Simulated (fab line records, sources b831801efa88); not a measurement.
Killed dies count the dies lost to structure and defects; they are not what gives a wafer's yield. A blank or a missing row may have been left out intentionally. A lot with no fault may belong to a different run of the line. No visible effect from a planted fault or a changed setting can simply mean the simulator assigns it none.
Comparing a struck lot with a sound one / flow sfqLine / 19 steps out of a route of 325
Sound: the wafers L330.1, L330.2, L330.3. Struck: wafers L321.2, L321.5 (left out: L321.3, a lot-mate that was not struck); the cause follows at the end.
Order at every step that has rows: each side's tool, ch and its chambers, its first start. Under that, the readings that differ: sound wafers / struck wafers / difference of the means / sigmas: that difference in standard deviations of wafers without a fault.
alike: a reading whose means differ by less than 2 such deviations, as well as words and numbers matching on both sides. not compared: withheld readings; readings where some wafer has no value; bounds like >300 that might hide an equal value; numbers whose values overlap and for which the record gives no deviation.
The two part at a step that has a row with sigmas, a row that says differs or no value, or rows on one side only. Numbers that don't overlap but have no deviation are shown without sigmas and don't part them. A reading missing from all wafers of one side parts the sides only when that side holds two or more wafers.

SFQ_M6_OVL_MEAS_940:
  sound on overlay-02, day 78 12:11; struck on overlay-02, day 75 10:30
  alike: M6_OVL
then, 1 step without rows for these wafers: SFQ_TRILAYER_M6_BARC_OPEN_METAL_ETCH_206 (etches BARC in O2, target depth 125 nm, time 41.7 s).
SFQ_TRILAYER_M6_ETCH_METAL_ETCH_162: etches Nb in Cl2/Ar, stops on SiO2, target depth 240 nm, time 120 s.
  sound on rieMetal-04 ch 0,1, day 78 12:16; struck on rieMetal-04 ch 0, day 75 10:41
  alike: biasW, drypumpMotorCurrentA, oesProductAu
  not compared: rfHoursCounterH
SFQ_TRILAYER_M6_STRIP_STRIP_163: strips in O2.
  sound on rieMetal-04 ch 0,1, day 78 12:24; struck on rieMetal-04 ch 0, day 75 11:06
  alike: drypumpMotorCurrentA, oesProductAu
  not compared: rfHoursCounterH
then, 1 step without rows for these wafers: SFQ_TRILAYER_M6_STRIP_SOLV_CLEAN_164 (cleans in NMP, time 600 s).
SFQ_TRILAYER_I6_DEP_PECVD_165: deposits SiO2 from SiH4/N2O, time 111.11 s, target thk 500 nm.
  sound on pecvd-01 ch 0,1,2, day 78 13:10; struck on pecvd-01 ch 0, day 75 12:16
  alike: heaterPowerW, showerheadVppV, throttleValvePct
SFQ_TRILAYER_I6_CMP_CMP_166: polishes SiO2.
  sound on cmp-02 ch 0,1,2, day 79 00:26; struck on cmp-02 ch 2,3, day 75 16:52
reading=timeToEndpointS (s); sound=198 195 180; struck=213 223; difference=+27; sigmas=+3
  alike: motorCurrentA
SFQ_I6_BOW_MEAS_941:
  sound on filmMetro-02, day 79 02:56; struck on filmMetro-01, day 75 19:23
  alike: I6_BOW
then, 4 steps without rows for these wafers: SFQ_TRILAYER_I6_METRO_MEASURE_167; SFQ_TRILAYER_I6_VIA_LITHO_COAT_174 (resist thk 62 nm); SFQ_TRILAYER_I6_VIA_LITHO_COAT_169 (resist thk 650 nm); SFQ_TRILAYER_I6_VIA_LITHO_SOFTBAKE_173.
SFQ_TRILAYER_I6_VIA_LITHO_EXPOSE_170: exposes mask I6, target cd 700 nm.
  sound on krfScanner-02 ch 0, day 83 16:13; struck on krfScanner-02 ch 0, day 77 18:55
  alike: mask
then, 2 steps without rows for these wafers: SFQ_TRILAYER_I6_VIA_LITHO_PEB_172 (peb time 60 s); SFQ_TRILAYER_I6_VIA_LITHO_DEVELOP_171 (time 60 s).
SFQ_I6_OVL_MEAS_942:
  sound on overlay-02, day 83 17:43; struck on overlay-02, day 77 20:13
  alike: I6_OVL
SFQ_TRILAYER_I6_VIA_BARC_OPEN_VIA_ETCH_235: etches BARC in O2, target depth 125 nm, time 41.7 s.
  sound on rieDiel-04 ch 0,2,3, day 83 17:45; struck on rieDiel-03 ch 0,2, day 77 20:15
reading=model.I6.cdNm (nm); sound=699.1 703.2 700.4; struck=719.7 719.2; difference=+18.6; sigmas=
  alike: biasW, drypumpMotorCurrentA, oesProductAu
  not compared: rfHoursCounterH
SFQ_TRILAYER_I6_VIA_ETCH_VIA_ETCH_172: etches SiO2 in CHF3, stops on Nb, target depth 260 nm.
  sound on rieDiel-04 ch 0,2,3, day 83 17:47; struck on rieDiel-03 ch 0,2, day 77 20:17
reading=model.I6.cdNm (nm); sound=696.7 702.7 699.8; struck=721.3 723.3; difference=+22.6; sigmas=
  alike: biasW, drypumpMotorCurrentA, oesProductAu
SFQ_TRILAYER_I6_VIA_STRIP_STRIP_173: strips in O2.
  sound on rieMetal-01 ch 0,1, day 83 17:55; struck on rieMetal-01 ch 0, day 77 20:25
  alike: drypumpMotorCurrentA, oesProductAu
  not compared: rfHoursCounterH

WHERE THEY PART
Within this record, at SFQ_TRILAYER_I6_CMP_CMP_166 only. Later steps at which nothing parts them and some readings are alike: SFQ_I6_BOW_MEAS_941, SFQ_TRILAYER_I6_VIA_LITHO_EXPOSE_170, SFQ_I6_OVL_MEAS_942, SFQ_TRILAYER_I6_VIA_BARC_OPEN_VIA_ETCH_235, SFQ_TRILAYER_I6_VIA_ETCH_VIA_ETCH_172, SFQ_TRILAYER_I6_VIA_STRIP_STRIP_173.

WHY: what the simulator had put in
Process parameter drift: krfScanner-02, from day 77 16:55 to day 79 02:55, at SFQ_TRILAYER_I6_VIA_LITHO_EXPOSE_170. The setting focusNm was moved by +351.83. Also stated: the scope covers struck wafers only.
